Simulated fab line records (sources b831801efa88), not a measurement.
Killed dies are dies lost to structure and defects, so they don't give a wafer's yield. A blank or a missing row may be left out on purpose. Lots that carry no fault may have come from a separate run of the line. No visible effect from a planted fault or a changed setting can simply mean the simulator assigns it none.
Chamber matching    flow sky130    SKY_POLY_GATE_ETCH_16 on rieDiel-04: 4 sister chambers
The step etches Si3N4 in CH3F/O2, stops on poly-Si, time 147.5 s, target depth 75 nm. 4 wafers are shown with their chamber, then 9 later ones without.

== WAFERS, EACH WITH ITS CHAMBER ==
wafer   chamber  drypumpMotorCurrentA (A)
L083.3  0        5.3
L083.4  1        6.4
L083.5  2        5.7
L083.6  3        6.0

== WAFERS MISSING THEIR CHAMBER ==
wafer   drypumpMotorCurrentA (A)
L086.1  5.9
L086.2  5.7
L086.5  5.9
L087.2  6.3
L087.4  6.3
L087.5  5.7
L095.1  5.7
L095.4  6.0
L095.6  5.6

== WHICH CHAMBER EACH WENT THROUGH ==
wafer   from the rows above      in truth
L086.1  can't be placed: 3 or 2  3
L086.2  2                        2
L086.5  can't be placed: 3 or 2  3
L087.2  1                        1
L087.4  1                        1
L087.5  2                        2
L095.1  2                        2
L095.4  3                        3
L095.6  2                        2
Correct placement for 7 of the 9. These rows do not allow placing 2 (true chamber among the candidates in 2). Placed wrongly: 0.
How it was worked out, from the rows above alone: a wafer's distance from a chamber is the root of the sum, over the readings, of the square of ((its reading less the chamber's mean) divided by the reading's scatter). If the next closest chamber is less than 2 further off than the closest, the wafer can't be placed; otherwise it belongs to the closest. Each chamber's mean is taken over the wafers shown for it. The scatter: root of mean squared gap, hidden wafer to nearest shown wafer, with one shown wafer a chamber.
